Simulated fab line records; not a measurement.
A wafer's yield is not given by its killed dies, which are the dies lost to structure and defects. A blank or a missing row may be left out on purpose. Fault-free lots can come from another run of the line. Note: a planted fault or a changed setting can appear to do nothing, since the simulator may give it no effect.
Which tool is to blame? :: flow sfq_line :: 42 wafers from 14 lots sampled at 6 of the route's 325 steps

== WHAT THE GAUGES READ, wafer by wafer ==
SFQ_M2_RS_MEAS_914: measurement is done with a four-point probe. Usual: for M2_NB_RS the level is 0.884 ohm/sq and the standard deviation is 0.014.
lot: L910
measured: day 27 21:07
on: film_metro-03
M2_NB_RS (ohm/sq): 0.898 0.901 0.873
flag: 

lot: L911
measured: day 27 22:20
on: film_metro-03
M2_NB_RS (ohm/sq): 0.877 0.878 0.877
flag: 

lot: L912
measured: day 27 23:31
on: film_metro-02
M2_NB_RS (ohm/sq): 0.912 0.908 0.908
flag: 

lot: L915
measured: day 28 03:07
on: film_metro-03
M2_NB_RS (ohm/sq): 0.899 0.890 0.888
flag: 

lot: L920
measured: day 33 21:01
on: film_metro-03
M2_NB_RS (ohm/sq): 0.894 0.879 0.897
flag: 

lot: L921
measured: day 34 09:23
on: film_metro-03
M2_NB_RS (ohm/sq): 0.440 0.442 0.438
flag: OFF

lot: L923
measured: day 35 02:11
on: film_metro-03
M2_NB_RS (ohm/sq): 0.429 0.426 0.436
flag: OFF

lot: L926
measured: day 36 04:44
on: film_metro-03
M2_NB_RS (ohm/sq): 0.888 0.879 0.884
flag: 

lot: L928
measured: day 36 10:43
on: film_metro-01
M2_NB_RS (ohm/sq): 0.912 0.905 0.909
flag: 

lot: L929
measured: day 37 20:29
on: film_metro-02
M2_NB_RS (ohm/sq): 0.866 0.880 0.876
flag: 

lot: L930
measured: day 39 01:26
on: film_metro-01
M2_NB_RS (ohm/sq): 0.881 0.858 0.861
flag: 

lot: L931
measured: day 39 06:14
on: film_metro-01
M2_NB_RS (ohm/sq): 0.892 0.891 0.890
flag: 

lot: L932
measured: day 39 17:43
on: film_metro-01
M2_NB_RS (ohm/sq): 0.886 0.889 0.896
flag: 

lot: L933
measured: day 40 02:40
on: film_metro-02
M2_NB_RS (ohm/sq): 0.897 0.879 0.890
flag: 

SFQ_M8_BOW_MEAS_951. Usual: for M8_BOW the level is 5 um and the standard deviation is 11.
lot: L910
measured: day 77 02:25
on: film_metro-04
M8_BOW (um): -6 -9 1
flag: 

lot: L911
measured: day 77 06:02
on: film_metro-04
M8_BOW (um): 6 12 8
flag: 

lot: L912
measured: day 77 08:25
on: film_metro-04
M8_BOW (um): -8 -13 -2
flag: 

lot: L915
measured: day 80 06:34
on: film_metro-01
M8_BOW (um): 6 5 14
flag: 

lot: L920
measured: day 81 23:19
on: film_metro-04
M8_BOW (um): -4 -5 -7
flag: 

lot: L921
measured: day 84 11:27
on: film_metro-02
M8_BOW (um): -3 11 17
flag: 

lot: L923
measured: day 84 23:27
on: film_metro-04
M8_BOW (um): -6 -13 -7
flag: 

lot: L926
measured: day 85 12:25
on: film_metro-02
M8_BOW (um): -3 0 0
flag: 

lot: L928
measured: day 85 19:31
on: film_metro-01
M8_BOW (um): -9 -19 -2
flag: 

lot: L929
measured: day 86 01:33
on: film_metro-02
M8_BOW (um): 16 12 18
flag: 

lot: L930
measured: day 86 03:55
on: film_metro-04
M8_BOW (um): 40 30 27
flag: 

lot: L931
measured: day 86 05:07
on: film_metro-01
M8_BOW (um): 21 17 1
flag: 

lot: L932
measured: day 86 11:09
on: film_metro-01
M8_BOW (um): -8 -1 -4
flag: 

lot: L933
measured: day 86 14:44
on: film_metro-01
M8_BOW (um): 6 3 1
flag: 

== TOOL THAT RAN EACH LOT (tool first, then ch and the chambers of the sampled wafers, then the start) ==
lot: L910
SFQ_TRILAYER_L0_VIA_BARC_OPEN_VIA_ETCH_021: rie_diel-01 ch 0,1,3, day 6 21:16
SFQ_TRILAYER_M2_DEP_SPUTTER_055: pvd_sputter-03, day 27 21:01
SFQ_TRILAYER_M2_ETCH_METAL_ETCH_060: rie_metal-02 ch 0,1, day 33 18:48
SFQ_TRILAYER_I7_VIA_BARC_OPEN_VIA_ETCH_260: rie_diel-04 ch 0,1,3, day 73 22:44

lot: L911
SFQ_TRILAYER_L0_VIA_BARC_OPEN_VIA_ETCH_021: rie_diel-04 ch 0,1,3, day 7 09:16
SFQ_TRILAYER_M2_DEP_SPUTTER_055: pvd_sputter-06, day 27 22:13
SFQ_TRILAYER_M2_ETCH_METAL_ETCH_060: rie_metal-03 ch 0,1, day 34 00:56
SFQ_TRILAYER_I7_VIA_BARC_OPEN_VIA_ETCH_260: rie_diel-02 ch 1,2,3, day 74 03:32

lot: L912
SFQ_TRILAYER_L0_VIA_BARC_OPEN_VIA_ETCH_021: rie_diel-04 ch 0,2,3, day 7 13:14
SFQ_TRILAYER_M2_DEP_SPUTTER_055: pvd_sputter-03, day 27 23:25
SFQ_TRILAYER_M2_ETCH_METAL_ETCH_060: rie_metal-02 ch 0,1, day 34 02:09
SFQ_TRILAYER_I7_VIA_BARC_OPEN_VIA_ETCH_260: rie_diel-04 ch 1,2,3, day 74 05:56

lot: L915
SFQ_TRILAYER_L0_VIA_BARC_OPEN_VIA_ETCH_021: rie_diel-03 ch 0,2,3, day 8 22:05
SFQ_TRILAYER_M2_DEP_SPUTTER_055: pvd_sputter-04, day 28 03:01
SFQ_TRILAYER_M2_ETCH_METAL_ETCH_060: rie_metal-02 ch 0,1, day 34 06:56
SFQ_TRILAYER_I7_VIA_BARC_OPEN_VIA_ETCH_260: rie_diel-02 ch 1,2,3, day 80 00:32

lot: L920
SFQ_TRILAYER_L0_VIA_BARC_OPEN_VIA_ETCH_021: rie_diel-03 ch 0,1,3, day 9 17:41
SFQ_TRILAYER_M2_DEP_SPUTTER_055: pvd_sputter-06, day 33 20:54
SFQ_TRILAYER_M2_ETCH_METAL_ETCH_060: rie_metal-03 ch 0,1, day 39 07:39
SFQ_TRILAYER_I7_VIA_BARC_OPEN_VIA_ETCH_260: rie_diel-04 ch 0,1, day 81 01:44

lot: L921
SFQ_TRILAYER_L0_VIA_BARC_OPEN_VIA_ETCH_021: rie_diel-04 ch 0,2,3, day 9 23:41
SFQ_TRILAYER_M2_DEP_SPUTTER_055: pvd_sputter-03, day 34 09:01
SFQ_TRILAYER_M2_ETCH_METAL_ETCH_060: rie_metal-02 ch 0,1, day 40 00:27
SFQ_TRILAYER_I7_VIA_BARC_OPEN_VIA_ETCH_260: rie_diel-03 ch 0,1,2, day 81 06:32

lot: L923
SFQ_TRILAYER_L0_VIA_BARC_OPEN_VIA_ETCH_021: rie_diel-04 ch 0,1,3, day 10 10:29
SFQ_TRILAYER_M2_DEP_SPUTTER_055: pvd_sputter-06, day 35 01:49
SFQ_TRILAYER_M2_ETCH_METAL_ETCH_060: rie_metal-01 ch 0,1, day 40 18:53
SFQ_TRILAYER_I7_VIA_BARC_OPEN_VIA_ETCH_260: rie_diel-02 ch 0,1,2, day 81 18:32

lot: L926
SFQ_TRILAYER_L0_VIA_BARC_OPEN_VIA_ETCH_021: rie_diel-04 ch 1,2,3, day 12 07:13
SFQ_TRILAYER_M2_DEP_SPUTTER_055: pvd_sputter-06, day 36 04:37
SFQ_TRILAYER_M2_ETCH_METAL_ETCH_060: rie_metal-02 ch 1, day 41 21:17
SFQ_TRILAYER_I7_VIA_BARC_OPEN_VIA_ETCH_260: rie_diel-03 ch 2,3, day 82 07:44

lot: L928
SFQ_TRILAYER_L0_VIA_BARC_OPEN_VIA_ETCH_021: rie_diel-04 ch 0,1,3, day 12 21:37
SFQ_TRILAYER_M2_DEP_SPUTTER_055: pvd_sputter-03, day 36 10:37
SFQ_TRILAYER_M2_ETCH_METAL_ETCH_060: rie_metal-01 ch 0,1, day 42 05:41
SFQ_TRILAYER_I7_VIA_BARC_OPEN_VIA_ETCH_260: rie_diel-03 ch 0,1,2, day 82 17:20

lot: L929
SFQ_TRILAYER_L0_VIA_BARC_OPEN_VIA_ETCH_021: rie_diel-04 ch 0,2,3, day 13 09:26
SFQ_TRILAYER_M2_DEP_SPUTTER_055: pvd_sputter-06, day 37 20:20
SFQ_TRILAYER_M2_ETCH_METAL_ETCH_060: rie_metal-01 ch 0,1, day 43 11:50
SFQ_TRILAYER_I7_VIA_BARC_OPEN_VIA_ETCH_260: rie_diel-03 ch 0,2,3, day 83 01:44

lot: L930
SFQ_TRILAYER_L0_VIA_BARC_OPEN_VIA_ETCH_021: rie_diel-04 ch 0,3, day 13 21:26
SFQ_TRILAYER_M2_DEP_SPUTTER_055: pvd_sputter-06, day 39 01:21
SFQ_TRILAYER_M2_ETCH_METAL_ETCH_060: rie_metal-01 ch 0,1, day 44 17:37
SFQ_TRILAYER_I7_VIA_BARC_OPEN_VIA_ETCH_260: rie_diel-02 ch 1,2,3, day 83 04:08

lot: L931
SFQ_TRILAYER_L0_VIA_BARC_OPEN_VIA_ETCH_021: rie_diel-04 ch 0,2,3, day 14 09:09
SFQ_TRILAYER_M2_DEP_SPUTTER_055: pvd_sputter-04, day 39 06:09
SFQ_TRILAYER_M2_ETCH_METAL_ETCH_060: rie_metal-01 ch 0,1, day 45 03:13
SFQ_TRILAYER_I7_VIA_BARC_OPEN_VIA_ETCH_260: rie_diel-03 ch 1,2,3, day 83 07:56

lot: L932
SFQ_TRILAYER_L0_VIA_BARC_OPEN_VIA_ETCH_021: rie_diel-03 ch 0,2,3, day 14 13:57
SFQ_TRILAYER_M2_DEP_SPUTTER_055: pvd_sputter-04, day 39 16:57
SFQ_TRILAYER_M2_ETCH_METAL_ETCH_060: rie_metal-03 ch 0,1, day 45 16:31
SFQ_TRILAYER_I7_VIA_BARC_OPEN_VIA_ETCH_260: rie_diel-03 ch 0,3, day 83 11:32

lot: L933
SFQ_TRILAYER_L0_VIA_BARC_OPEN_VIA_ETCH_021: rie_diel-01 ch 1,2,3, day 14 21:09
SFQ_TRILAYER_M2_DEP_SPUTTER_055: pvd_sputter-03, day 40 02:33
SFQ_TRILAYER_M2_ETCH_METAL_ETCH_060: rie_metal-03 ch 0,1, day 46 04:23
SFQ_TRILAYER_I7_VIA_BARC_OPEN_VIA_ETCH_260: rie_diel-04 ch 1,3, day 83 14:06
- SFQ_TRILAYER_L0_VIA_BARC_OPEN_VIA_ETCH_021: etches BARC in O2, target depth 125 nm, time 41.7 s.
- SFQ_TRILAYER_M2_DEP_SPUTTER_055: material Nb, target thk 200 nm, time 133.3 s.
- SFQ_TRILAYER_M2_ETCH_METAL_ETCH_060: etches Nb in Cl2/Ar, stops on SiO2, target depth 240 nm, time 120 s.
- SFQ_TRILAYER_I7_VIA_BARC_OPEN_VIA_ETCH_260: etches BARC in O2, target depth 125 nm, time 41.7 s.

== WHAT THE TOOLS THEMSELVES READ (means of the sampled wafers that have a number; where no wafer has one, the mark that the record gives instead) ==
SFQ_TRILAYER_L0_VIA_BARC_OPEN_VIA_ETCH_021. Usual: bias_w 79.99 W, standard deviation 0.24; drypump_motor_current_A 5.5 A, standard deviation 0.37; oes_product_au 0.685 a.u., standard deviation 0.0047.
lot: L910
tool: rie_diel-01
bias_w (W): 79.86
drypump_motor_current_A (A): 5.5
oes_product_au (a.u.): 0.687
flag: 

lot: L911
tool: rie_diel-04
bias_w (W): 80.10
drypump_motor_current_A (A): 5.7
oes_product_au (a.u.): 0.686
flag: 

lot: L912
tool: rie_diel-04
bias_w (W): 80.01
drypump_motor_current_A (A): 5.5
oes_product_au (a.u.): 0.682
flag: 

lot: L915
tool: rie_diel-03
bias_w (W): 79.97
drypump_motor_current_A (A): 5.7
oes_product_au (a.u.): 0.685
flag: 

lot: L920
tool: rie_diel-03
bias_w (W): 80.11
drypump_motor_current_A (A): 5.2
oes_product_au (a.u.): 0.687
flag: 

lot: L921
tool: rie_diel-04
bias_w (W): 80.12
drypump_motor_current_A (A): 5.5
oes_product_au (a.u.): 0.686
flag: 

lot: L923
tool: rie_diel-04
bias_w (W): 79.80
drypump_motor_current_A (A): 5.7
oes_product_au (a.u.): 0.684
flag: 

lot: L926
tool: rie_diel-04
bias_w (W): 79.99
drypump_motor_current_A (A): 5.5
oes_product_au (a.u.): 0.686
flag: 

lot: L928
tool: rie_diel-04
bias_w (W): 80.02
drypump_motor_current_A (A): 5.7
oes_product_au (a.u.): 0.682
flag: 

lot: L929
tool: rie_diel-04
bias_w (W): 80.27
drypump_motor_current_A (A): 5.5
oes_product_au (a.u.): 0.685
flag: 

lot: L930
tool: rie_diel-04
bias_w (W): 79.73
drypump_motor_current_A (A): 5.5
oes_product_au (a.u.): 0.687
flag: 

lot: L931
tool: rie_diel-04
bias_w (W): 80.06
drypump_motor_current_A (A): 5.5
oes_product_au (a.u.): 0.687
flag: 

lot: L932
tool: rie_diel-03
bias_w (W): 80.04
drypump_motor_current_A (A): 5.7
oes_product_au (a.u.): 0.685
flag: 

lot: L933
tool: rie_diel-01
bias_w (W): 79.82
drypump_motor_current_A (A): 5.6
oes_product_au (a.u.): 0.689
flag: 

SFQ_TRILAYER_M2_DEP_SPUTTER_055. Usual: throttle_valve_pct 29.3 %, standard deviation 0.94.
lot: L910
tool: pvd_sputter-03
throttle_valve_pct (%): 29.4
flag: 

lot: L911
tool: pvd_sputter-06
throttle_valve_pct (%): 28.3
flag: 

lot: L912
tool: pvd_sputter-03
throttle_valve_pct (%): 29.3
flag: 

lot: L915
tool: pvd_sputter-04
throttle_valve_pct (%): 30.2
flag: 

lot: L920
tool: pvd_sputter-06
throttle_valve_pct (%): 29.0
flag: 

lot: L921
tool: pvd_sputter-03
throttle_valve_pct (%): 29.1
flag: 

lot: L923
tool: pvd_sputter-06
throttle_valve_pct (%): 28.9
flag: 

lot: L926
tool: pvd_sputter-06
throttle_valve_pct (%): 28.9
flag: 

lot: L928
tool: pvd_sputter-03
throttle_valve_pct (%): 29.2
flag: 

lot: L929
tool: pvd_sputter-06
throttle_valve_pct (%): 29.2
flag: 

lot: L930
tool: pvd_sputter-06
throttle_valve_pct (%): 29.6
flag: 

lot: L931
tool: pvd_sputter-04
throttle_valve_pct (%): 30.2
flag: 

lot: L932
tool: pvd_sputter-04
throttle_valve_pct (%): 28.3
flag: 

lot: L933
tool: pvd_sputter-03
throttle_valve_pct (%): 29.8
flag: 

SFQ_TRILAYER_M2_ETCH_METAL_ETCH_060. Usual: bias_w 79.99 W, standard deviation 0.23; drypump_motor_current_A 5.8 A, standard deviation 0.47; oes_product_au 0.897 a.u., standard deviation 0.0091.
lot: L910
tool: rie_metal-02
bias_w (W): 79.97
drypump_motor_current_A (A): 5.9
oes_product_au (a.u.): 0.896
flag: 

lot: L911
tool: rie_metal-03
bias_w (W): 80.13
drypump_motor_current_A (A): 6.3
oes_product_au (a.u.): 0.900
flag: 

lot: L912
tool: rie_metal-02
bias_w (W): 80.01
drypump_motor_current_A (A): 5.9
oes_product_au (a.u.): 0.884
flag: 

lot: L915
tool: rie_metal-02
bias_w (W): 80.24
drypump_motor_current_A (A): 5.7
oes_product_au (a.u.): 0.895
flag: 

lot: L920
tool: rie_metal-03
bias_w (W): 80.16
drypump_motor_current_A (A): 6.3
oes_product_au (a.u.): 0.891
flag: 

lot: L921
tool: rie_metal-02
bias_w (W): 80.09
drypump_motor_current_A (A): 5.7
oes_product_au (a.u.): 1.012
flag: OFF

lot: L923
tool: rie_metal-01
bias_w (W): 80.03
drypump_motor_current_A (A): 5.4
oes_product_au (a.u.): 0.991
flag: OFF

lot: L926
tool: rie_metal-02
bias_w (W): 80.15
drypump_motor_current_A (A): 6.2
oes_product_au (a.u.): 0.896
flag: 

lot: L928
tool: rie_metal-01
bias_w (W): 80.08
drypump_motor_current_A (A): 5.5
oes_product_au (a.u.): 0.882
flag: 

lot: L929
tool: rie_metal-01
bias_w (W): 80.00
drypump_motor_current_A (A): 5.5
oes_product_au (a.u.): 0.903
flag: 

lot: L930
tool: rie_metal-01
bias_w (W): 80.20
drypump_motor_current_A (A): 5.5
oes_product_au (a.u.): 0.910
flag: 

lot: L931
tool: rie_metal-01
bias_w (W): 79.71
drypump_motor_current_A (A): 5.5
oes_product_au (a.u.): 0.891
flag: 

lot: L932
tool: rie_metal-03
bias_w (W): 79.89
drypump_motor_current_A (A): 6.3
oes_product_au (a.u.): 0.888
flag: 

lot: L933
tool: rie_metal-03
bias_w (W): 79.98
drypump_motor_current_A (A): 6.5
oes_product_au (a.u.): 0.898
flag: 

SFQ_TRILAYER_I7_VIA_BARC_OPEN_VIA_ETCH_260. Usual: bias_w 80.02 W, standard deviation 0.24; drypump_motor_current_A 5.5 A, standard deviation 0.4; oes_product_au 0.684 a.u., standard deviation 0.005.
lot: L910
tool: rie_diel-04
bias_w (W): 79.98
drypump_motor_current_A (A): 5.7
oes_product_au (a.u.): 0.684
flag: 

lot: L911
tool: rie_diel-02
bias_w (W): 79.81
drypump_motor_current_A (A): 5.7
oes_product_au (a.u.): 0.685
flag: 

lot: L912
tool: rie_diel-04
bias_w (W): 79.97
drypump_motor_current_A (A): 5.5
oes_product_au (a.u.): 0.689
flag: 

lot: L915
tool: rie_diel-02
bias_w (W): 80.04
drypump_motor_current_A (A): 5.7
oes_product_au (a.u.): 0.686
flag: 

lot: L920
tool: rie_diel-04
bias_w (W): 80.13
drypump_motor_current_A (A): 5.9
oes_product_au (a.u.): 0.682
flag: 

lot: L921
tool: rie_diel-03
bias_w (W): 79.97
drypump_motor_current_A (A): 5.6
oes_product_au (a.u.): 0.687
flag: 

lot: L923
tool: rie_diel-02
bias_w (W): 80.29
drypump_motor_current_A (A): 5.6
oes_product_au (a.u.): 0.688
flag: 

lot: L926
tool: rie_diel-03
bias_w (W): 80.00
drypump_motor_current_A (A): 5.4
oes_product_au (a.u.): 0.682
flag: 

lot: L928
tool: rie_diel-03
bias_w (W): 80.03
drypump_motor_current_A (A): 5.6
oes_product_au (a.u.): 0.686
flag: 

lot: L929
tool: rie_diel-03
bias_w (W): 80.04
drypump_motor_current_A (A): 5.7
oes_product_au (a.u.): 0.684
flag: 

lot: L930
tool: rie_diel-02
bias_w (W): 80.18
drypump_motor_current_A (A): 5.7
oes_product_au (a.u.): 0.681
flag: 

lot: L931
tool: rie_diel-03
bias_w (W): 79.98
drypump_motor_current_A (A): 5.3
oes_product_au (a.u.): 0.688
flag: 

lot: L932
tool: rie_diel-03
bias_w (W): 80.03
drypump_motor_current_A (A): 5.3
oes_product_au (a.u.): 0.687
flag: 

lot: L933
tool: rie_diel-04
bias_w (W): 80.22
drypump_motor_current_A (A): 5.6
oes_product_au (a.u.): 0.685
flag: 

== THE ANSWER, worked out from the rows above alone ==
Rule: lot off if the mean of its wafers having a number is beyond 3 standard deviations from the usual mean. A lot without any number at a reading at which 4 lots or more have one is off too. The other lots that the step has rows for count as sound. After the gauges, taken in route order, come the tools' own readings; for these a lot's mean is taken, as printed above. At the first step where some lot is off, the reading lying furthest off is the one used; lots without a number count as furthest.
Off: L921, L923, at SFQ_M2_RS_MEAS_914 (M2_NB_RS).
If a tool, at a process step before that reading, ran all the lots that are off and no sound lot after the first of them, it fits. Not tried: the gauges at SFQ_M2_RS_MEAS_914; whatever is off there is also off at SFQ_TRILAYER_M2_ETCH_METAL_ETCH_060, on other tools, and gauge error can't account for it. No candidate that was tried fits.

== WHAT THE SIMULATOR HAD INSERTED ==
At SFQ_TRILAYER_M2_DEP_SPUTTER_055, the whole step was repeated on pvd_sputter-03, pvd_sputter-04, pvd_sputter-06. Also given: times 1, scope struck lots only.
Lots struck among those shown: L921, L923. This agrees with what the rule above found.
